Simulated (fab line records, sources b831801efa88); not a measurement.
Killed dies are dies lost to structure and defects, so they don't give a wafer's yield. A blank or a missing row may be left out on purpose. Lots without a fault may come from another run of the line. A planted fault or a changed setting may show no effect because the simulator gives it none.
Chamber matching | flow sky130 | SKY_VIA2_ETCH_14 on rie_diel-03: 4 sister chambers
The step etches BARC in N2/H2, stops on SiO2, time 45.9 s, target depth 60 nm. 14 wafers are shown with their chamber, then 7 later ones without.

WAFERS WITH THEIR CHAMBER
wafer  | chamber | drypump_motor_current_A (A) | oes_product_au (a.u.) | throttle_valve_pct (%)
L578.2 | 3       | 5.1                         | 0.862                 | 13.213
L578.4 | 2       | 4.8                         | 0.852                 | 13.236
L578.5 | 0       | 5.8                         | 0.850                 | 13.229
L579.2 | 3       | 5.1                         | 0.851                 | 13.231
L579.3 | 2       | 4.9                         | 0.851                 | 13.223
L579.5 | 1       | 5.1                         | 0.860                 | 13.221
L587.1 | 1       | 5.1                         | 0.854                 | 13.208
L587.2 | 0       | 5.8                         | 0.861                 | 13.216
L587.6 | 1       | 5.1                         | 0.853                 | 13.219
L590.1 | 3       | 5.1                         | 0.856                 | 13.230
L590.5 | 0       | 5.8                         | 0.848                 | 13.222
L590.6 | 3       | 5.1                         | 0.856                 | 13.205
L591.1 | 2       | 4.9                         | 0.843                 | 13.215
L591.2 | 0       | 5.8                         | 0.862                 | 13.209

SIGNATURES (means of the wafers above)
reading                 | chamber 0 | chamber 1 | chamber 2 | chamber 3 | scatter within a chamber
drypump_motor_current_A | 5.800     | 5.100     | 4.867     | 5.100     | 0.0258
oes_product_au          | 0.85525   | 0.85567   | 0.84867   | 0.85625   | 0.00545
throttle_valve_pct      | 13.21900  | 13.21600  | 13.22467  | 13.21975  | 0.0102
Rule: a wafer's distance from a chamber is the root of the sum, over the readings, of the square of ((its reading less the chamber's mean) divided by the reading's scatter). The wafer belongs to the nearest chamber; if the next one is less than 2 further off, it can't be placed. The scatter: the root of (the sum of the squares of (reading less its chamber's mean) over the shown wafers, divided by (wafers less chambers)).

WAFERS WITHOUT THEIR CHAMBER
wafer  | drypump_motor_current_A (A) | oes_product_au (a.u.) | throttle_valve_pct (%)
L591.6 | 5.8                         | 0.849                 | 13.218
L595.1 | 5.2                         | 0.858                 | 13.230
L595.3 | 4.9                         | 0.848                 | 13.229
L595.5 | 5.1                         | 0.852                 | 13.241
L594.3 | 5.1                         | 0.859                 | 13.215
L594.4 | 5.1                         | 0.855                 | 13.242
L594.5 | 5.1                         | 0.860                 | 13.237

WHICH CHAMBER EACH WENT THROUGH
wafer  | from the rows above     | in truth
L591.6 | 0                       | 0
L595.1 | can't be placed: 3 or 1 | 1
L595.3 | 2                       | 2
L595.5 | can't be placed: 3 or 1 | 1
L594.3 | can't be placed: 1 or 3 | 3
L594.4 | can't be placed: 3 or 1 | 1
L594.5 | can't be placed: 3 or 1 | 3
Placed correctly: 2 of 7. Can't be placed from these rows: 5 (the true chamber is among the candidates in 5). Placed wrongly: 0.
